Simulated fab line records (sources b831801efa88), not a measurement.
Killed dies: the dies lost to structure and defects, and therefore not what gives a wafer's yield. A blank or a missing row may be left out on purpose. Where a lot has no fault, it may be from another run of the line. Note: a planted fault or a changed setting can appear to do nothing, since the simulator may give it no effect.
Matching of chambers / flow gf180mcu / GF_V1_CMP_04 on cmp-02: 4 sister chambers
The step polishes SiO2. 4 wafers are shown with their chamber, then 9 later ones without.

WAFERS, EACH WITH ITS CHAMBER
wafer=L539.1; chamber=3; motor-current-A (A)=11.1
wafer=L543.5; chamber=1; motor-current-A (A)=12.2
wafer=L545.1; chamber=2; motor-current-A (A)=12.6
wafer=L545.6; chamber=0; motor-current-A (A)=10.4

WAFERS MISSING THEIR CHAMBER
wafer=L552.1; motor-current-A (A)=13.0
wafer=L552.3; motor-current-A (A)=10.4
wafer=L552.4; motor-current-A (A)=12.1
wafer=L553.2; motor-current-A (A)=11.5
wafer=L553.3; motor-current-A (A)=11.7
wafer=L553.6; motor-current-A (A)=11.8
wafer=L555.1; motor-current-A (A)=12.3
wafer=L555.2; motor-current-A (A)=10.4
wafer=L555.5; motor-current-A (A)=12.8

WHICH CHAMBER EACH WENT THROUGH
wafer=L552.1; from the rows above=can't be placed: 2 or 1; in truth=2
wafer=L552.3; from the rows above=0; in truth=0
wafer=L552.4; from the rows above=can't be placed: 1 or 2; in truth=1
wafer=L553.2; from the rows above=can't be placed: 3 or 1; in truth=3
wafer=L553.3; from the rows above=can't be placed: 1 or 3 or 2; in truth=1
wafer=L553.6; from the rows above=can't be placed: 1 or 3 or 2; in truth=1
wafer=L555.1; from the rows above=can't be placed: 1 or 2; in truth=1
wafer=L555.2; from the rows above=0; in truth=0
wafer=L555.5; from the rows above=can't be placed: 2 or 1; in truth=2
2 of 9 placed correctly. Can't be placed from these rows: 7 (the true chamber is among the candidates in 7). Number placed wrongly: 0.
How it was worked out, from the rows above alone: a wafer's distance from a chamber is the root of the sum, over the readings, of the square of ((its reading less the chamber's mean) divided by the reading's scatter). The wafer belongs to the nearest chamber; if the next one is less than 2 further off, it can't be placed. The mean given for a chamber averages the wafers shown for that chamber. The scatter: root of mean squared gap, hidden wafer to nearest shown wafer, with one shown wafer a chamber.
